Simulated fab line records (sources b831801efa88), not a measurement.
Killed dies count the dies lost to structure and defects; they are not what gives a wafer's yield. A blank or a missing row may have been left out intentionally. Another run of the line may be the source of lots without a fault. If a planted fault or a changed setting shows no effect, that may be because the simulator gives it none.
What tool caused it? :: flow sky130 :: Sampling: 13 lots, 39 wafers, 5 of 708 route steps

== WHAT EACH GAUGE READ, for each wafer ==
SKY_NWELL_OVL_MEAS_23. Usual: NWELL_01_OVL 0.2 nm, standard deviation 1.3.
lot: L353
measured: day 5 09:17
on: overlay-01
NWELL_01_OVL (nm): 0.3 0.6 -1.5
flag: 

lot: L356
measured: day 6 06:52
on: overlay-02
NWELL_01_OVL (nm): 1.3 2.9 0.8
flag: 

lot: L359
measured: day 6 20:50
on: overlay-02
NWELL_01_OVL (nm): 0.3 -0.2 0.2
flag: 

lot: L361
measured: day 7 12:56
on: overlay-02
NWELL_01_OVL (nm): 0.9 1.0 0.7
flag: 

lot: L362
measured: day 7 20:50
on: overlay-01
NWELL_01_OVL (nm): -1.0 0.5 -1.2
flag: 

lot: L365
measured: day 8 10:23
on: overlay-02
NWELL_01_OVL (nm): 2.5 -0.6 1.4
flag: 

lot: L366
measured: day 8 14:41
on: overlay-02
NWELL_01_OVL (nm): -0.8 0.2 -1.8
flag: 

lot: L367
measured: day 8 19:53
on: overlay-02
NWELL_01_OVL (nm): 0.1 0.9 0.0
flag: 

lot: L369
measured: day 9 10:09
on: overlay-01
NWELL_01_OVL (nm): 1.0 2.1 -0.6
flag: 

lot: L370
measured: day 9 14:53
on: overlay-01
NWELL_01_OVL (nm): -1.0 0.4 1.2
flag: 

lot: L371
measured: day 9 20:50
on: overlay-02
NWELL_01_OVL (nm): 0.0 0.9 2.7
flag: 

lot: L372
measured: day 10 09:48
on: overlay-01
NWELL_01_OVL (nm): -0.5 -0.3 -0.3
flag: 

lot: L376
measured: day 11 01:32
on: overlay-01
NWELL_01_OVL (nm): -2.0 -1.0 0.1
flag: 

SKY_NWELL_RS_MEAS_29: measurement is done with a four-point probe. Usual: NWELL_RS 624.4 ohm/sq, standard deviation 1.5.
lot: L353
measured: day 5 09:47
on: film-metro-04
NWELL_RS (ohm/sq): 623.7 624.3 622.5
flag: 

lot: L356
measured: day 6 07:22
on: film-metro-04
NWELL_RS (ohm/sq): 628.3 626.5 628.5
flag: 

lot: L359
measured: day 6 21:22
on: film-metro-02
NWELL_RS (ohm/sq): 624.6 624.8 625.6
flag: 

lot: L361
measured: day 7 13:33
on: film-metro-02
NWELL_RS (ohm/sq): 622.7 624.2 621.8
flag: 

lot: L362
measured: day 7 21:26
on: film-metro-02
NWELL_RS (ohm/sq): 625.8 626.0 627.4
flag: 

lot: L365
measured: day 8 10:53
on: film-metro-02
NWELL_RS (ohm/sq): 624.1 625.1 623.5
flag: 

lot: L366
measured: day 8 15:11
on: film-metro-04
NWELL_RS (ohm/sq): 624.7 625.2 623.7
flag: 

lot: L367
measured: day 8 20:24
on: film-metro-01
NWELL_RS (ohm/sq): 602.6 606.4 604.9 603.1 605.3 604.6
flag: OFF

lot: L369
measured: day 9 10:39
on: film-metro-01
NWELL_RS (ohm/sq): 625.9 626.2 625.7
flag: 

lot: L370
measured: day 9 15:24
on: film-metro-02
NWELL_RS (ohm/sq): 623.4 624.8 622.9
flag: 

lot: L371
measured: day 9 21:20
on: film-metro-04
NWELL_RS (ohm/sq): 604.1 605.1 606.4 604.7 607.3 606.2
flag: OFF

lot: L372
measured: day 10 10:18
on: film-metro-04
NWELL_RS (ohm/sq): 605.5 606.8 606.7 605.9 606.3 606.7
flag: OFF

lot: L376
measured: day 11 02:03
on: film-metro-02
NWELL_RS (ohm/sq): 622.9 622.9 623.9
flag: 

SKY_VT_ADJUST_LVTN_OVL_MEAS_18. Usual: VT_ADJUST_LVTN_01_OVL 0.2 nm, standard deviation 1.3.
lot: L353
measured: day 7 20:12
on: overlay-01
VT_ADJUST_LVTN_01_OVL (nm): -1.1 0.7 -1.0
flag: 

lot: L356
measured: day 8 20:06
on: overlay-02
VT_ADJUST_LVTN_01_OVL (nm): 0.6 1.8 1.4
flag: 

lot: L359
measured: day 9 10:56
on: overlay-02
VT_ADJUST_LVTN_01_OVL (nm): -0.2 0.5 0.0
flag: 

lot: L361
measured: day 10 04:27
on: overlay-01
VT_ADJUST_LVTN_01_OVL (nm): 1.9 2.6 -0.2
flag: 

lot: L362
measured: day 10 11:54
on: overlay-01
VT_ADJUST_LVTN_01_OVL (nm): -1.0 0.1 -3.1
flag: 

lot: L365
measured: day 11 04:39
on: overlay-01
VT_ADJUST_LVTN_01_OVL (nm): 0.1 1.5 0.1
flag: 

lot: L366
measured: day 11 07:59
on: overlay-02
VT_ADJUST_LVTN_01_OVL (nm): 1.8 1.4 1.3
flag: 

lot: L367
measured: day 11 16:23
on: overlay-01
VT_ADJUST_LVTN_01_OVL (nm): 1.5 0.2 -1.1
flag: 

lot: L369
measured: day 12 07:44
on: overlay-02
VT_ADJUST_LVTN_01_OVL (nm): 1.8 1.7 1.3
flag: 

lot: L370
measured: day 12 11:29
on: overlay-01
VT_ADJUST_LVTN_01_OVL (nm): -1.2 -1.3 -1.5
flag: 

lot: L371
measured: day 12 19:41
on: overlay-02
VT_ADJUST_LVTN_01_OVL (nm): 1.5 0.1 -0.8
flag: 

lot: L372
measured: day 13 10:33
on: overlay-02
VT_ADJUST_LVTN_01_OVL (nm): 1.9 -0.2 2.8
flag: 

lot: L376
measured: day 14 04:34
on: overlay-01
VT_ADJUST_LVTN_01_OVL (nm): -0.5 0.4 0.4
flag: 

== WHAT TOOL EACH LOT RAN ON (gives the tool, then ch and the chambers of the sampled wafers, and finally the start) ==
lot: L353
SKY_FIELD_ISO_SOFTBAKE_09: litho-track-03 ch 0, day 4 15:19 or earlier
SKY_NWELL_IMPLANT_11: implanter-02 ch 0, day 4 15:19

lot: L356
SKY_FIELD_ISO_SOFTBAKE_09: litho-track-03 ch 0, day 5 11:23 or earlier
SKY_NWELL_IMPLANT_11: implanter-04 ch 0, day 5 11:23

lot: L359
SKY_FIELD_ISO_SOFTBAKE_09: litho-track-03 ch 0, day 6 01:10 or earlier
SKY_NWELL_IMPLANT_11: implanter-04 ch 0, day 6 01:10

lot: L361
SKY_FIELD_ISO_SOFTBAKE_09: litho-track-01 ch 0, day 6 16:34 or earlier
SKY_NWELL_IMPLANT_11: implanter-04 ch 0, day 6 16:34

lot: L362
SKY_FIELD_ISO_SOFTBAKE_09: litho-track-01 ch 0, day 7 00:07 or earlier
SKY_NWELL_IMPLANT_11: implanter-04 ch 0, day 7 00:07

lot: L365
SKY_FIELD_ISO_SOFTBAKE_09: litho-track-01 ch 0, day 7 13:04 or earlier
SKY_NWELL_IMPLANT_11: implanter-01 ch 0, day 7 13:04

lot: L366
SKY_FIELD_ISO_SOFTBAKE_09: litho-track-03 ch 0, day 7 17:43 or earlier
SKY_NWELL_IMPLANT_11: implanter-02 ch 0, day 7 17:43

lot: L367
SKY_FIELD_ISO_SOFTBAKE_09: litho-track-02 ch 0, day 7 22:29 or earlier
SKY_NWELL_IMPLANT_11: implanter-02 ch 0, day 7 22:29

lot: L369
SKY_FIELD_ISO_SOFTBAKE_09: litho-track-01 ch 0, day 8 12:49 or earlier
SKY_NWELL_IMPLANT_11: implanter-01 ch 0, day 8 12:49

lot: L370
SKY_FIELD_ISO_SOFTBAKE_09: litho-track-03 ch 0, day 8 18:04 or earlier
SKY_NWELL_IMPLANT_11: implanter-01 ch 0, day 8 18:04

lot: L371
SKY_FIELD_ISO_SOFTBAKE_09: litho-track-02 ch 0, day 9 00:07 or earlier
SKY_NWELL_IMPLANT_11: implanter-02 ch 0, day 9 00:07

lot: L372
SKY_FIELD_ISO_SOFTBAKE_09: litho-track-02 ch 0, day 9 12:25 or earlier
SKY_NWELL_IMPLANT_11: implanter-02 ch 0, day 9 12:25

lot: L376
SKY_FIELD_ISO_SOFTBAKE_09: litho-track-01 ch 0, day 10 02:05 or earlier
SKY_NWELL_IMPLANT_11: implanter-01 ch 0, day 10 02:05
- SKY_FIELD_ISO_SOFTBAKE_09: time 94.5 s.
- SKY_NWELL_IMPLANT_11

== AS READ BY THE TOOLS THEMSELVES (means over the sampled wafers that have a number; for cases with no such wafer, the mark the record gives instead) ==
SKY_FIELD_ISO_SOFTBAKE_09. Usual: plate-sensor-t-centre-C 100.88 C, standard deviation 0.0098; plate-sensor-t-edge-C 100.95 C, standard deviation 0.01.
lot: L353
tool: litho-track-03
plate-sensor-t-centre-C (C): 100.89
plate-sensor-t-edge-C (C): 100.96
flag: 

lot: L356
tool: litho-track-03
plate-sensor-t-centre-C (C): 100.89
plate-sensor-t-edge-C (C): 100.95
flag: 

lot: L359
tool: litho-track-03
plate-sensor-t-centre-C (C): 100.89
plate-sensor-t-edge-C (C): 100.95
flag: 

lot: L361
tool: litho-track-01
plate-sensor-t-centre-C (C): 100.89
plate-sensor-t-edge-C (C): 100.95
flag: 

lot: L362
tool: litho-track-01
plate-sensor-t-centre-C (C): 100.88
plate-sensor-t-edge-C (C): 100.95
flag: 

lot: L365
tool: litho-track-01
plate-sensor-t-centre-C (C): 100.89
plate-sensor-t-edge-C (C): 100.96
flag: 

lot: L366
tool: litho-track-03
plate-sensor-t-centre-C (C): 100.88
plate-sensor-t-edge-C (C): 100.97
flag: 

lot: L367
tool: litho-track-02
plate-sensor-t-centre-C (C): 100.89
plate-sensor-t-edge-C (C): 100.95
flag: 

lot: L369
tool: litho-track-01
plate-sensor-t-centre-C (C): 100.89
plate-sensor-t-edge-C (C): 100.95
flag: 

lot: L370
tool: litho-track-03
plate-sensor-t-centre-C (C): 100.89
plate-sensor-t-edge-C (C): 100.96
flag: 

lot: L371
tool: litho-track-02
plate-sensor-t-centre-C (C): 100.88
plate-sensor-t-edge-C (C): 100.95
flag: 

lot: L372
tool: litho-track-02
plate-sensor-t-centre-C (C): 100.88
plate-sensor-t-edge-C (C): 100.94
flag: 

lot: L376
tool: litho-track-01
plate-sensor-t-centre-C (C): 100.89
plate-sensor-t-edge-C (C): 100.95
flag: 

SKY_NWELL_IMPLANT_11. Usual: beam-energy-keV at 399.99, with a standard deviation of 0.12.
lot: L353
tool: implanter-02
beam-energy-keV: 399.98
flag: 

lot: L356
tool: implanter-04
beam-energy-keV: 399.95
flag: 

lot: L359
tool: implanter-04
beam-energy-keV: 400.05
flag: 

lot: L361
tool: implanter-04
beam-energy-keV: 399.99
flag: 

lot: L362
tool: implanter-04
beam-energy-keV: 400.05
flag: 

lot: L365
tool: implanter-01
beam-energy-keV: 400.03
flag: 

lot: L366
tool: implanter-02
beam-energy-keV: 399.90
flag: 

lot: L367
tool: implanter-02
beam-energy-keV: 457.11
flag: OFF

lot: L369
tool: implanter-01
beam-energy-keV: 400.00
flag: 

lot: L370
tool: implanter-01
beam-energy-keV: 400.05
flag: 

lot: L371
tool: implanter-02
beam-energy-keV: 457.18
flag: OFF

lot: L372
tool: implanter-02
beam-energy-keV: 457.15
flag: OFF

lot: L376
tool: implanter-01
beam-energy-keV: 400.13
flag: 

== THE ANSWER, worked out from the rows above alone ==
Rule: take the mean of a lot's wafers that have a number; if it is more than 3 standard deviations from the usual mean, the lot is off. A lot without any number at a reading at which 4 lots or more have one is off too. The other lots that the step has rows for count as sound. First the gauges in route order, then the tools' own readings, where a lot's mean is used as printed above. The first step at which some lot is off is used, and at that step the reading that is off furthest; a lot without a number counts as furthest.
Off: at SKY_NWELL_RS_MEAS_29 (NWELL_RS), L367, L371, L372.
If a tool, at a process step before that reading, ran all the lots that are off and no sound lot after the first of them, it fits. The gauges at SKY_NWELL_RS_MEAS_29 aren't tried: what is off there is off at SKY_NWELL_IMPLANT_11 too, on other tools, and a gauge's error can't cause that. With no start given for some of its lots, SKY_FIELD_ISO_SOFTBAKE_09 uses the hours and lot order of SKY_NWELL_IMPLANT_11. This does not decide it: 2 tools fit, namely litho-track-02 at SKY_FIELD_ISO_SOFTBAKE_09 and implanter-02 at SKY_NWELL_IMPLANT_11.

== WHAT WAS PUT IN BY THE SIMULATOR ==
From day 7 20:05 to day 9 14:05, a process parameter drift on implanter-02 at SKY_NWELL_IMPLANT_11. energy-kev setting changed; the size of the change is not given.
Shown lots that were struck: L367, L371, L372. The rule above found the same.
